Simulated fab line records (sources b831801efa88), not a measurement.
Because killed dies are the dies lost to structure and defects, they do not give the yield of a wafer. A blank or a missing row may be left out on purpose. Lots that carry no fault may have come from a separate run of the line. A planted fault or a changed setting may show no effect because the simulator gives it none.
fab line records ; flow sky130
[record] lots = 11; wafers = 33; lastDay = 50
route steps=708 shown CONTACT@433 METAL1@449 VIA1@473 PAD_OPEN@708
lots that met no fault: from a run of the same line without faults
startH: hours from the record's first day to the start of the lot's first wafer shown ; waitH: how many hours have passed since the lot's step before this one ; " repeats the value in the row above ; L1.1+2: several wafers, shown together as one row ; - no value, or no start given ; * or withheld: withheld ; < > ~ a bound
route shown NAME@n: names a module that has steps shown in the file, with the first one's number in the route ; usual: mean/standard deviation taken from wafers without a fault ; same: alike in all rows ; chamber/n: place in a boat ; sites: readings site by site ; _std_site: standard deviation of those values ; _edge_site: the outer-site mean with the inner-site mean subtracted ; radiusMm: how far each site lies from the wafer's centre ; mask NAME#n: copy n ; behind: the last tool/chamber to shape the wafer ; hold: the reason the lot was held/the length of the hold in hours/how it ended ; device: transistor that didn't switch, given as n, p or np ; end of line: the route-end tests of the same wafers ; a step without rows: its recipe alone ; killed: count of dies lost to structure and defects at first sort (not the wafer's yield) ; map: shows each die of a wafer: x if killed, . if not, _ if none is there
set.NAME: the setting that was run; set.NAME@STEP: the one run at that earlier step ; model.NAME: the simulator's own value behind a step, which no gauge read
a sample of lots followed through the steps of the route, with each step as a table and each wafer as a row
services: the hour from which a tool's chamber was out of use, counted from the record's first day as startH (under 0 if before that day), plus the number of hours and why
[[steps]]
[step SKY_CONTACT_CMP_27]
[recipe] stopOn = SiO2; tOverpolishS = 15; downForcePsi = 3.5; platenRpm = 60; targetThkNm = 0; padVelocityMS = 0.94248
[usual] motorCurrentA = 10.9/0.96; overpolishRunS = 15.000/0.0092; timeToEndpointS = 81/3.5
lot.wafer;tool;chamber;startH;waitH;motorCurrentA;overpolishRunS;timeToEndpointS
L970.2;cmp-01;3;731.31;0.1;9.6;15.009;80
L970.1;cmp-01;1;731.31;0.1;12.2;15.010;82
L970.6;cmp-01;3;731.31;0.1;10.0;15.007;80
L971.2;cmp-02;1;745.43;0.3;10.3;14.996;86
L971.5;cmp-02;3;745.43;0.3;11.5;14.999;83
L971.6;cmp-02;0;745.43;0.3;11.7;14.996;80
L972.1;cmp-02;3;750.72;0.1;11.4;14.998;77
L972.4;cmp-02;2;750.72;0.1;10.4;14.988;80
L972.5;cmp-02;3;750.72;0.1;11.0;14.989;79
L973.2;cmp-02;3;767.14;0.1;12.1;14.999;77
L973.3;cmp-02;0;767.14;0.1;11.4;14.992;75
L973.1;cmp-02;1;767.14;0.1;10.6;15.005;83
L974.2;cmp-02;0;772.78;0.0;11.8;15.000;79
L974.6;cmp-02;0;772.78;0.0;11.8;15.002;75
L974.5;cmp-02;1;772.78;0.0;10.2;14.992;85
L981.3;cmp-02;1;825.71;0.2;10.2;15.008;88
L981.5;cmp-02;2;825.71;0.2;10.2;14.986;76
L981.6;cmp-02;3;825.71;0.2;11.5;14.998;77
L983.2;cmp-01;2;841.37;0.1;12.3;15.006;74
L983.3;cmp-01;3;841.37;0.1;10.2;15.016;76
L983.6;cmp-01;0;841.37;0.1;9.7;14.993;78
L987.1;cmp-02;0;863.07;0.1;11.7;14.989;81
L987.3;cmp-02;3;863.07;0.1;11.9;15.008;80
L987.5;cmp-02;0;863.07;0.1;12.1;15.014;84
L989.1;cmp-01;0;889.54;0.1;10.0;15.004;83
L989.2;cmp-01;3;889.54;0.1;10.0;14.985;79
L989.5;cmp-01;1;889.54;0.1;10.5;14.990;83
L990.3;cmp-01;3;901.59;0.1;9.7;15.006;80
L990.1;cmp-01;0;901.59;0.1;10.1;15.003;82
L990.2;cmp-01;1;901.59;0.1;10.7;14.997;82
L991.3;cmp-01;3;918.93;0.0;10.3;14.992;77
L991.6;cmp-01;3;918.93;0.0;10.2;14.994;77
L991.5;cmp-01;0;918.93;0.0;9.5;14.998;81
[step SKY_METAL1_CD_MEAS_15]
[recipe] targetCdNm = 140
[usual] cdNm = 139.9/1.5
lot.wafer;tool;chamber;startH;waitH;cdNm
L970.1;cdSem-02;-;757.86;-;142.6
L970.2;cdSem-02;-;757.86;-;144.3
L970.6;cdSem-02;-;757.86;-;144.0
L971.2;cdSem-01;-;772.63;-;139.3
L971.5;cdSem-01;-;772.63;-;139.1
L971.6;cdSem-01;-;772.63;-;139.4
L972.1;cdSem-02;-;778.17;-;139.7
L972.4;cdSem-02;-;778.17;-;139.2
L972.5;cdSem-02;-;778.17;-;138.6
L973.1;cdSem-02;-;794.46;-;140.2
L973.2;cdSem-02;-;794.46;-;139.2
L973.3;cdSem-02;-;794.46;-;140.3
L974.2;cdSem-01;-;799.66;-;138.9
L974.5;cdSem-01;-;799.66;-;139.9
L974.6;cdSem-01;-;799.66;-;140.2
L981.3;cdSem-01;-;851.66;-;139.7
L981.5;cdSem-01;-;851.66;-;137.7
L981.6;cdSem-01;-;851.66;-;138.4
L983.2;cdSem-01;-;867.44;-;141.4
L983.3;cdSem-01;-;867.44;-;139.7
L983.6;cdSem-01;-;867.44;-;140.0
L987.1;cdSem-01;-;888.66;-;138.0
L987.3;cdSem-01;-;888.66;-;138.3
L987.5;cdSem-01;-;888.66;-;139.0
L989.1;cdSem-01;-;915.14;-;140.1
L989.2;cdSem-01;-;915.14;-;139.9
L989.5;cdSem-01;-;915.14;-;139.9
L990.1;cdSem-01;-;927.31;-;140.3
L990.2;cdSem-01;-;927.31;-;140.9
L990.3;cdSem-01;-;927.31;-;139.9
L991.3;cdSem-02;-;943.93;-;139.7
L991.5;cdSem-02;-;943.93;-;138.8
L991.6;cdSem-02;-;943.93;-;139.1
[step SKY_METAL1_DESCUM_17]
[recipe] chemistry = O2; sourcePowerW = 150; biasPowerW = 0; pressureMtorr = 10; tempC = 40; timeS = 8
[usual] drypumpMotorCurrentA = 5.8/0.33; heBacksideLeakSccm = 3.29/0.24; oesProductAu = 0.998/0.0083
lot.wafer;tool;chamber;startH;waitH;drypumpMotorCurrentA;heBacksideLeakSccm;oesProductAu;rfHoursCounterH
L970.1;rieMetal-04;1;758.02;0.0;6.0;3.15;0.993;2
L970.2;rieMetal-04;0;758.02;0.0;5.1;3.35;0.996;13
L970.6;rieMetal-04;1;758.02;0.0;6.0;3.04;0.998;-
L971.2;rieMetal-02;0;772.77;0.0;6.2;3.51;1.002;14
L971.5;rieMetal-02;1;772.77;0.0;5.5;3.06;0.990;-
L971.6;rieMetal-02;0;772.77;0.0;6.2;3.42;1.004;-
L972.1;rieMetal-02;1;778.33;0.0;5.5;2.95;0.997;12
L972.4;rieMetal-02;1;778.33;0.0;5.5;3.00;0.993;-
L972.5;rieMetal-02;0;778.33;0.0;6.2;3.29;0.994;-
L973.1;rieMetal-04;0;794.62;0.0;5.1;3.46;0.999;14
L973.2;rieMetal-04;1;794.62;0.0;6.0;3.40;1.007;4
L973.3;rieMetal-04;0;794.62;0.0;5.1;3.47;0.997;-
L974.2;rieMetal-02;1;799.80;0.0;5.5;3.03;1.003;12
L974.5;rieMetal-02;0;799.80;0.0;6.2;3.48;1.004;-
L974.6;rieMetal-02;1;799.80;0.0;5.5;3.07;0.996;-
L981.3;rieMetal-03;0;851.79;0.0;5.9;3.52;0.992;-
L981.5;rieMetal-03;1;851.79;0.0;5.8;3.51;0.985;-
L981.6;rieMetal-03;0;851.79;0.0;5.9;3.34;0.992;-
L983.2;rieMetal-04;1;867.59;0.0;6.0;3.16;1.000;-
L983.3;rieMetal-04;1;867.59;0.0;6.0;3.24;0.999;-
L983.6;rieMetal-04;1;867.59;0.0;6.1;3.00;1.004;-
L987.1;rieMetal-04;1;888.82;0.0;6.0;3.11;0.997;10
L987.3;rieMetal-04;0;888.82;0.0;5.1;3.14;0.995;-
L987.5;rieMetal-04;0;888.82;0.0;5.1;3.31;0.998;-
L989.1;rieMetal-02;0;915.30;0.0;6.2;3.43;0.977;2
L989.2;rieMetal-02;0;915.30;0.0;6.2;3.54;0.994;-
L989.5;rieMetal-02;0;915.30;0.0;6.2;3.51;0.981;-
L990.1;rieMetal-02;1;927.47;0.0;5.5;3.06;1.019;0
L990.2;rieMetal-02;0;927.47;0.0;6.2;3.54;0.994;3
L990.3;rieMetal-02;1;927.47;0.0;5.5;2.99;1.008;-
L991.3;rieMetal-04;1;944.06;0.0;6.0;3.00;1.007;-
L991.5;rieMetal-04;0;944.06;0.0;5.1;3.19;0.993;-
L991.6;rieMetal-04;1;944.06;0.0;6.0;3.19;1.010;-
[step SKY_VIA1_ETCH_15]
[recipe] target = SiO2; chemistry = C4F8/O2/Ar; targetDepthNm = 351; stopOn = TiN; maskMaterial = KrF-thick; sourceW = 1500; biasW = 1200; pressureMtorr = 40; c4f8FlowSccm = withheld; O2_flow_sccm = 6; Ar_flow_sccm = 300; timeS = 54
[usual] biasW = 1201/3.2; chamberPressureMTorr = 40.00/0.035; oesProductAu = 0.981/0.0051
lot.wafer;tool;chamber;startH;waitH;biasW;chamberPressureMTorr;oesProductAu;rfHoursCounterH
L970.1;rieDiel-04;3;785.82;0.0;1196;39.97;0.980;0
L970.2;rieDiel-04;2;785.82;0.0;1207;40.00;0.979;9
L970.6;rieDiel-04;0;785.82;0.0;1204;40.04;0.981;-
L971.2;rieDiel-03;3;799.97;0.0;1195;40.05;0.977;7
L971.5;rieDiel-03;2;799.97;0.0;1202;39.99;0.979;-
L971.6;rieDiel-03;1;799.97;0.0;1202;39.97;0.976;-
L972.1;rieDiel-03;0;806.35;0.0;-;-;-;-
L972.4;rieDiel-03;2;806.35;0.0;-;-;-;-
L972.5;rieDiel-03;1;806.35;0.0;-;-;-;-
L973.1;rieDiel-04;1;822.60;0.0;-;-;-;-
L973.2;rieDiel-04;0;822.60;0.0;-;-;-;-
L973.3;rieDiel-04;3;822.60;0.0;-;-;-;-
L974.2;rieDiel-04;3;827.00;0.0;-;-;-;-
L974.5;rieDiel-04;2;827.00;0.0;-;-;-;-
L974.6;rieDiel-04;3;827.00;0.0;-;-;-;-
L981.3;rieDiel-03;3;879.17;0.0;1201;40.01;0.982;8
L981.5;rieDiel-03;0;879.17;0.0;1205;40.03;0.979;-
L981.6;rieDiel-03;3;879.17;0.0;1205;39.98;0.984;-
L983.2;rieDiel-04;3;895.24;0.0;1204;40.05;0.982;4
L983.3;rieDiel-04;2;895.24;0.0;1205;40.00;0.987;12
L983.6;rieDiel-04;3;895.24;0.0;1202;40.05;0.980;-
L987.1;rieDiel-04;0;914.87;0.0;1201;39.99;0.967;10
L987.3;rieDiel-04;2;914.87;0.0;1204;39.98;0.988;13
L987.5;rieDiel-04;2;914.87;0.0;1201;40.01;0.978;-
L989.1;rieDiel-01;0;941.78;0.0;1200;40.07;0.981;19
L989.2;rieDiel-01;3;941.78;0.0;1193;39.99;0.981;24
L989.5;rieDiel-01;2;941.78;0.0;1196;39.95;0.978;-
L990.1;rieDiel-04;3;953.67;0.0;1206;39.99;0.987;6
L990.2;rieDiel-04;0;953.67;0.0;1196;39.94;0.981;11
L990.3;rieDiel-04;2;953.67;0.0;1198;40.03;0.979;14
L991.3;rieDiel-04;0;969.72;0.0;1201;40.00;0.985;12
L991.5;rieDiel-04;1;969.72;0.0;1200;40.03;0.983;-
L991.6;rieDiel-04;2;969.72;0.0;1196;40.01;0.981;-
[step SKY_VIA1_STRIP_16]
[recipe] chemistry = O2/N2; powerW = 1400; pressureMtorr = 1500; platenTempC = withheld; o2FlowSccm = 3000; n2FlowSccm = 300; overashFraction = 0.5
[usual] drypumpMotorCurrentA = 5.78/0.13; oesProductAu = 0.416/0.0048; stripTimeToEndpointS = 4.461/0.028
[same] overashFraction = 0.5
lot.wafer;tool;chamber;startH;waitH;drypumpMotorCurrentA;oesProductAu;rfHoursCounterH;stripTimeToEndpointS
L970.1;plasmaAsher-01;1;785.87;0.0;5.75;0.416;32;4.459
L970.2;plasmaAsher-01;0;785.87;0.0;5.64;0.415;32;4.466
L970.6;plasmaAsher-01;1;785.87;0.0;5.73;0.421;-;4.472
L971.2;plasmaAsher-04;0;800.02;0.0;5.91;0.420;67;4.495
L971.5;plasmaAsher-04;1;800.02;0.0;5.92;0.416;-;4.456
L971.6;plasmaAsher-04;0;800.02;0.0;5.89;0.408;-;4.454
L972.1;plasmaAsher-02;1;806.39;0.0;5.87;0.436;6;5.185
L972.4;plasmaAsher-02;1;806.39;0.0;5.87;0.433;-;5.181
L972.5;plasmaAsher-02;1;806.39;0.0;5.87;0.445;-;5.185
L973.1;plasmaAsher-01;0;822.64;0.0;5.65;0.450;36;5.189
L973.2;plasmaAsher-01;1;822.64;0.0;5.71;0.442;36;5.200
L973.3;plasmaAsher-01;0;822.64;0.0;5.61;0.452;-;5.162
L974.2;plasmaAsher-01;1;827.04;0.0;5.73;0.440;37;5.189
L974.5;plasmaAsher-01;0;827.04;0.0;5.63;0.452;-;5.211
L974.6;plasmaAsher-01;1;827.04;0.0;5.71;0.443;-;5.178
L981.3;plasmaAsher-04;1;879.25;0.1;5.94;0.416;-;4.465
L981.5;plasmaAsher-04;0;879.25;0.1;5.91;0.417;-;4.469
L981.6;plasmaAsher-04;1;879.25;0.1;5.94;0.415;-;4.458
L983.2;plasmaAsher-01;1;895.29;0.0;5.73;0.417;43;4.473
L983.3;plasmaAsher-01;0;895.29;0.0;5.64;0.417;-;4.473
L983.6;plasmaAsher-01;0;895.29;0.0;5.68;0.418;-;4.445
L987.1;plasmaAsher-01;1;914.92;0.0;5.68;0.414;45;4.494
L987.3;plasmaAsher-01;0;914.92;0.0;5.62;0.421;-;4.457
L987.5;plasmaAsher-01;0;914.92;0.0;5.59;0.416;-;4.467
L989.1;plasmaAsher-04;0;941.83;0.0;5.93;0.415;81;4.451
L989.2;plasmaAsher-04;1;941.83;0.0;5.94;0.410;81;4.394
L989.5;plasmaAsher-04;1;941.83;0.0;5.97;0.409;-;4.441
L990.1;plasmaAsher-04;1;953.72;0.0;5.92;0.408;82;4.445
L990.2;plasmaAsher-04;0;953.72;0.0;5.93;0.411;82;4.457
L990.3;plasmaAsher-04;0;953.72;0.0;5.94;0.415;-;4.464
L991.3;plasmaAsher-01;0;969.80;0.1;5.63;0.413;-;4.448
L991.5;plasmaAsher-01;0;969.80;0.1;5.60;0.413;-;4.445
L991.6;plasmaAsher-01;1;969.80;0.1;5.67;0.414;-;4.441
[step SKY_PAD_OPEN_PROBE_99]
[usual] defectLimitedYield = 82.5/2.1; killed_at_M0_to_M3 = 43/7.7; killed_at_M4_up = 2.9/1.9; killedAtContacts = 24/5.9; killedAtFrontEnd = 16/5.1; killedAtOther = 0.3/0.63; killedDies = 86/10; killedOnRim = 16/3.6; killedOpen = 47/7.6; killedShort = 39/6.8; sort_bin_3_pad_short = 0.8/0.44; sort_bin_5_function = 10.4/1.6; sort_bin_6_memory = 6.3/1.1; sortNPass = 406/10; sortYieldPct = 82.5/2.1
[same] grossDies = 492; killedAtBackSide = 0; sort_bin_4_leakage[%] = 0; sort_bin_8_speed[%] = 0
lot.wafer;tool;chamber;startH;waitH;defectLimitedYield[%];killed_at_M0_to_M3;killed_at_M4_up;killedAtContacts;killedAtFrontEnd;killedAtOther;killedDies;killedOnRim;killedOpen;killedShort;sort_bin_3_pad_short[%];sort_bin_5_function[%];sort_bin_6_memory[%];sortNPass;sortYieldPct[%]
L971.2;prober-01;-;1083.72;0.1;78.0;69;2;19;18;0;108;25;56;52;1.0;12.4;8.5;384;78.0
L971.5;prober-01;-;1083.87;0.2;78.9;42;4;35;22;1;104;23;64;40;0.8;11.8;8.5;388;78.9
L971.6;prober-01;-;1083.92;0.2;83.3;43;2;25;12;0;82;14;48;34;0.8;8.7;7.1;410;83.3
L972.1;prober-02;-;1085.12;0.1;0;456;4;19;13;0;492;96;39;40;0.8;93.1;6.1;0;0
L972.4;prober-02;-;1085.27;0.2;0;464;0;13;15;0;492;96;39;27;0.8;93.5;5.7;0;0
L972.5;prober-02;-;1085.32;0.2;0;441;2;27;22;0;492;96;41;44;1.2;92.7;6.1;0;0
L973.1;prober-01;-;1101.54;0.1;0;440;2;25;25;0;492;96;54;45;0.8;92.9;6.3;0;0
L973.2;prober-01;-;1101.59;0.1;0;453;2;27;9;1;492;96;57;48;0.2;94.1;5.7;0;0
L973.3;prober-01;-;1101.64;0.2;0;462;2;17;11;0;492;96;41;39;0.2;94.5;5.3;0;0
L974.2;prober-02;-;1103.24;0.1;0;456;2;22;12;0;492;96;58;31;0.6;94.3;5.1;0;0
L974.5;prober-02;-;1103.39;0.2;0;455;0;18;16;3;492;96;47;37;0.8;92.1;7.1;0;0
L974.6;prober-02;-;1103.44;0.2;0;454;3;17;18;0;492;96;50;38;0.4;92.9;6.7;0;0
L981.3;prober-01;-;1145.76;0.2;81.7;39;5;20;25;1;90;16;47;41;1.4;9.3;7.5;402;81.7
L981.5;prober-01;-;1145.86;0.2;83.9;41;3;17;18;0;79;11;39;40;0.4;11.0;4.7;413;83.9
L981.6;prober-01;-;1145.91;0.2;81.1;35;6;26;26;0;93;12;50;43;0.6;11.0;7.3;399;81.1
L983.2;prober-01;-;1155.09;0.1;86.4;33;0;18;15;1;67;14;43;24;0.4;8.3;4.9;425;86.4
L983.3;prober-01;-;1155.14;0.2;84.6;40;3;16;17;0;76;12;46;29;0.8;8.7;5.9;416;84.6
L983.6;prober-01;-;1155.29;0.2;83.3;32;3;33;14;0;82;15;51;31;0.6;10.4;5.7;410;83.3
L987.1;prober-01;-;1168.54;0.1;84.3;41;4;24;7;1;77;13;47;29;0.4;8.5;6.7;415;84.3
L987.3;prober-01;-;1168.64;0.2;81.1;51;2;20;19;1;93;14;49;43;1.0;10.8;7.1;399;81.1
L987.5;prober-01;-;1168.74;0.2;83.1;38;8;18;18;1;83;19;44;39;1.2;9.6;6.1;409;83.1
L991.3;prober-02;-;1203.16;0.2;83.7;39;4;19;18;0;80;17;35;45;0.8;10.4;5.1;412;83.7
L991.5;prober-02;-;1203.26;0.2;82.7;33;4;25;23;0;85;16;38;47;0.8;10.8;5.7;407;82.7
L991.6;prober-02;-;1203.31;0.2;83.5;31;3;25;22;0;81;23;46;35;0.8;10.6;5.1;411;83.5
// killed by level:class
L971.2 METAL1:geometricParticle:short=15 VIA1:geometricParticle:open=10 VIA2:geometricParticle:open=9 LI_CONTACT:geometricParticle:open=8 VIA1:geometricParticle:short=8 CONTACT:geometricParticle:open=7 FIELD_ISO:geometricParticle:open=6 VIA3:geometricParticle:short=6
L971.5 CONTACT:geometricParticle:open=14 LI_CONTACT:geometricParticle:open=12 VIA1:geometricParticle:open=10 FIELD_ISO:geometricParticle:short=7 VIA2:geometricParticle:open=7 POLY_GATE:geometricParticle:open=6 METAL1:geometricParticle:short=6 VIA1:geometricParticle:short=5
L971.6 VIA1:geometricParticle:open=13 VIA3:geometricParticle:open=9 CONTACT:geometricParticle:open=8 LI_CONTACT:geometricParticle:open=7 CONTACT:geometricParticle:short=5 LOCAL_INTERCONNECT:geometricParticle:short=4 VIA3:geometricParticle:short=4 METAL1:geometricParticle:short=3
L972.1 VIA1:areaEtch=413 VIA1:geometricParticle:open=13 LI_CONTACT:geometricParticle:short=6 FIELD_ISO:geometricParticle:open=5 VIA3:geometricParticle:short=5 CONTACT:geometricParticle:open=5 METAL2:geometricParticle:short=5 CONTACT:geometricParticle:short=4
L972.4 VIA1:areaEtch=426 VIA1:geometricParticle:open=7 VIA3:geometricParticle:open=6 LI_CONTACT:geometricParticle:open=6 FIELD_ISO:geometricParticle:open=5 METAL1:geometricParticle:short=5 METAL2:geometricParticle:short=5 VIA2:geometricParticle:open=4
L972.5 VIA1:areaEtch=407 FIELD_ISO:geometricParticle:open=9 LI_CONTACT:geometricParticle:open=7 CONTACT:geometricParticle:open=7 METAL2:geometricParticle:short=7 LI_CONTACT:geometricParticle:short=6 METAL1:geometricParticle:short=6 VIA3:geometricParticle:open=6
L973.1 VIA1:areaEtch=393 VIA3:geometricParticle:open=9 FIELD_ISO:geometricParticle:open=8 VIA1:geometricParticle:open=8 CONTACT:geometricParticle:open=8 POLY_GATE:geometricParticle:short=6 CONTACT:geometricParticle:short=6 VIA2:geometricParticle:open=6
L973.2 VIA1:areaEtch=387 VIA1:geometricParticle:open=19 VIA2:geometricParticle:open=11 CONTACT:geometricParticle:short=10 CONTACT:geometricParticle:open=8 METAL1:geometricParticle:short=6 VIA3:geometricParticle:open=6 VIA1:geometricParticle:short=5
L973.3 VIA1:areaEtch=412 VIA1:geometricParticle:open=16 VIA3:geometricParticle:open=8 VIA2:geometricParticle:open=7 LOCAL_INTERCONNECT:geometricParticle:short=5 VIA1:geometricParticle:short=5 METAL2:geometricParticle:short=4 CONTACT:geometricParticle:short=4
L974.2 VIA1:areaEtch=403 VIA1:geometricParticle:open=16 CONTACT:geometricParticle:open=12 VIA3:geometricParticle:open=10 LI_CONTACT:geometricParticle:open=6 METAL2:geometricParticle:short=5 VIA2:geometricParticle:open=5 FIELD_ISO:geometricParticle:open=3
L974.5 VIA1:areaEtch=406 VIA3:geometricParticle:open=12 VIA1:geometricParticle:open=9 CONTACT:geometricParticle:short=6 METAL1:geometricParticle:short=6 FIELD_ISO:geometricParticle:short=5 LI_CONTACT:geometricParticle:open=5 CONTACT:geometricParticle:open=5
L974.6 VIA1:areaEtch=403 VIA1:geometricParticle:open=18 VIA2:geometricParticle:open=7 FIELD_ISO:geometricParticle:open=6 LI_CONTACT:geometricParticle:open=6 VIA3:geometricParticle:short=6 VIA1:geometricParticle:short=6 FIELD_ISO:geometricParticle:short=4
L981.3 VIA2:geometricParticle:open=7 CONTACT:geometricParticle:open=7 FIELD_ISO:geometricParticle:open=6 POLY_GATE:geometricParticle:short=6 METAL1:geometricParticle:short=6 FIELD_ISO:geometricParticle:short=5 LI_CONTACT:geometricParticle:open=5 VIA1:geometricParticle:open=5
L981.5 VIA1:geometricParticle:open=11 METAL1:geometricParticle:short=7 VIA3:geometricParticle:open=7 FIELD_ISO:geometricParticle:short=6 FIELD_ISO:geometricParticle:open=5 CONTACT:geometricParticle:short=5 POLY_GATE:geometricParticle:short=4 LI_CONTACT:geometricParticle:open=4
L981.6 CONTACT:geometricParticle:open=15 FIELD_ISO:geometricParticle:short=8 POLY_GATE:geometricParticle:short=7 VIA3:geometricParticle:open=7 LI_CONTACT:geometricParticle:open=5 VIA2:geometricParticle:open=5 VIA1:geometricParticle:open=5 METAL2:geometricParticle:short=5
L983.2 CONTACT:geometricParticle:open=13 VIA1:geometricParticle:open=8 VIA3:geometricParticle:open=5 VIA2:geometricParticle:open=5 FIELD_ISO:geometricParticle:short=4 FIELD_ISO:geometricParticle:open=4 VIA2:geometricParticle:short=4 POLY_GATE:geometricParticle:open=3
L983.3 VIA1:geometricParticle:open=13 VIA3:geometricParticle:open=8 LI_CONTACT:geometricParticle:open=5 FIELD_ISO:geometricParticle:short=4 LOCAL_INTERCONNECT:geometricParticle:short=4 CONTACT:geometricParticle:open=4 VIA2:geometricParticle:open=4 METAL3:geometricParticle:short=4
L983.6 CONTACT:geometricParticle:open=11 LI_CONTACT:geometricParticle:open=10 POLY_GATE:geometricParticle:open=6 VIA2:geometricParticle:open=6 LOCAL_INTERCONNECT:geometricParticle:short=5 VIA3:geometricParticle:open=5 VIA1:geometricParticle:open=4 VIA1:geometricParticle:short=4
L987.1 VIA3:geometricParticle:open=14 CONTACT:geometricParticle:open=11 VIA1:geometricParticle:open=9 CONTACT:geometricParticle:short=5 LOCAL_INTERCONNECT:geometricParticle:short=4 VIA2:geometricParticle:open=4 FIELD_ISO:geometricParticle:open=3 VIA1:geometricParticle:short=3
L987.3 VIA3:geometricParticle:open=9 FIELD_ISO:geometricParticle:open=8 LI_CONTACT:geometricParticle:open=8 VIA1:geometricParticle:open=8 VIA1:geometricParticle:short=7 METAL2:geometricParticle:short=6 FIELD_ISO:geometricParticle:short=5 VIA2:geometricParticle:open=5
L987.5 VIA1:geometricParticle:open=10 CONTACT:geometricParticle:open=7 METAL4:geometricParticle:short=7 VIA3:geometricParticle:open=6 FIELD_ISO:geometricParticle:short=4 POLY_GATE:geometricParticle:open=4 LI_CONTACT:geometricParticle:open=4 CONTACT:geometricParticle:short=4
L991.3 VIA2:geometricParticle:short=6 CONTACT:geometricParticle:open=6 METAL1:geometricParticle:short=6 POLY_GATE:geometricParticle:open=5 VIA3:geometricParticle:open=5 POLY_GATE:geometricParticle:short=4 VIA1:geometricParticle:short=4 VIA1:geometricParticle:open=4
L991.5 CONTACT:geometricParticle:short=8 POLY_GATE:geometricParticle:short=7 CONTACT:geometricParticle:open=7 LI_CONTACT:geometricParticle:open=6 VIA2:geometricParticle:open=6 FIELD_ISO:geometricParticle:short=5 METAL1:geometricParticle:short=5 VIA1:geometricParticle:short=5
L991.6 VIA1:geometricParticle:open=8 FIELD_ISO:geometricParticle:short=7 LI_CONTACT:geometricParticle:open=7 POLY_GATE:geometricParticle:open=6 VIA2:geometricParticle:open=6 VIA3:geometricParticle:open=6 LI_CONTACT:geometricParticle:short=5 CONTACT:geometricParticle:open=4
[[services]]
tool;chamber;startH;hours;kind
rieMetal-02;1;710.65;1.2;repair
rieDiel-04;0;716.77;1.4;repair
rieDiel-04;1;717.31;18.1;repair
cmp-02;-;721.10;7.7;pm
rieDiel-04;-;730.03;22.2;repair
cmp-02;-;733.79;0.5;repair
cmp-01;-;744.22;4.0;pm
rieMetal-04;0;769.73;8.5;repair
plasmaAsher-01;-;797.23;1.4;repair
rieMetal-04;0;808.55;17.4;repair
cmp-02;-;844.24;2.1;repair
cmp-02;-;847.73;1.6;repair
rieMetal-04;0;856.61;30.4;repair
cmp-01;-;858.16;1.7;repair
cmp-01;-;865.34;2.3;pm
plasmaAsher-01;-;868.92;4.0;repair
plasmaAsher-01;-;873.64;1.2;repair
cmp-02;-;893.34;0.5;repair
cmp-02;-;900.93;1.7;repair
plasmaAsher-01;-;901.61;2.8;pm
cmp-02;-;912.00;4.0;pm
cmp-02;-;916.00;7.4;pm
rieDiel-04;1;949.37;11.5;repair
plasmaAsher-01;-;959.48;1.9;repair
[[key]]
[firstSign] step = SKY_VIA1_ETCH_15; reading = toolRecord; direction = missing
[effect] step = SKY_VIA1_STRIP_16; reading = stripTimeToEndpointS; direction = up; sigmas = 26; usual = *; struck = *
[effect] step = SKY_PAD_OPEN_PROBE_99; reading = killed_at_M0_to_M3; direction = up; sigmas = 54; usual = 43; struck = 453
[moreKillsBornAt] SKY_VIA1_ETCH_15@rieDiel-04 = 2404; SKY_VIA1_ETCH_15@rieDiel-03 = 1246
metAt SKY_VIA1_ETCH_15
struckLots L972,L973,L974
laterRowsLeftOut L972.1,L972.4,L972.5,L973.1,L973.2,L973.3,L974.2,L974.5,L974.6
notActingAt SKY_CONTACT_CMP_27,SKY_METAL1_CD_MEAS_15,SKY_METAL1_DESCUM_17
onsetBetween 799.97 806.35
[fault] kind = skippedStepWhole; tool = rieDiel-03,rieDiel-04; chamber = -; onsetH = 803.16; steps = SKY_VIA1_ETCH_15; scope = struckLotsOnly
// laterRowsLeftOut: the simulator's readings of these wafers behind a module that went badly wrong aren't trusted and aren't shown, but for the sort
